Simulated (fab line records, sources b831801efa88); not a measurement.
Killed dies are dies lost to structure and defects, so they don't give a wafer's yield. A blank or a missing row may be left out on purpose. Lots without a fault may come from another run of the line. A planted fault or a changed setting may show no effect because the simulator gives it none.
Chamber matching | flow gf180mcu | GF_V3_CVD_00 on hdpcvd-02: 3 sister chambers
The step deposits SiO2, target thk 600 nm, time 100 s. 6 wafers are shown with their chamber, then 7 later ones without.

WAFERS WITH THEIR CHAMBER
wafer  | chamber | sih4_flow_sccm (sccm) | pressure_mtorr (mTorr)
L277.4 | 2       | 60.07                 | 5.999
L282.3 | 0       | 60.42                 | 6.004
L284.1 | 0       | 59.72                 | 5.992
L284.3 | 1       | 59.77                 | 5.977
L285.1 | 1       | 59.76                 | 6.002
L285.4 | 2       | 59.97                 | 5.995

WAFERS WITHOUT THEIR CHAMBER
wafer  | sih4_flow_sccm (sccm) | pressure_mtorr (mTorr)
L285.6 | 59.55                 | 5.989
L290.4 | 59.98                 | 6.010
L290.5 | 60.11                 | 6.001
L290.6 | 60.01                 | 6.011
L293.1 | 60.18                 | 5.988
L293.2 | 60.12                 | 5.990
L293.4 | 60.31                 | 6.005

WHICH CHAMBER EACH WENT THROUGH
wafer  | from the rows above          | in truth
L285.6 | can't be placed: 1 or 2 or 0 | 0
L290.4 | can't be placed: 0 or 2 or 1 | 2
L290.5 | can't be placed: 0 or 2 or 1 | 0
L290.6 | can't be placed: 0 or 2 or 1 | 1
L293.1 | can't be placed: 0 or 2 or 1 | 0
L293.2 | can't be placed: 2 or 0 or 1 | 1
L293.4 | can't be placed: 0 or 2 or 1 | 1
Placed correctly: 0 of 7. Can't be placed from these rows: 7 (the true chamber is among the candidates in 7). Placed wrongly: 0.
How it was worked out, from the rows above alone: a wafer's distance from a chamber is the root of the sum, over the readings, of the square of ((its reading less the chamber's mean) divided by the reading's scatter). The wafer belongs to the nearest chamber; if the next one is less than 2 further off, it can't be placed. A chamber's mean is the mean of its shown wafers. The scatter: the root of (the sum of the squares of (reading less its chamber's mean) over the shown wafers, divided by (wafers less chambers)).
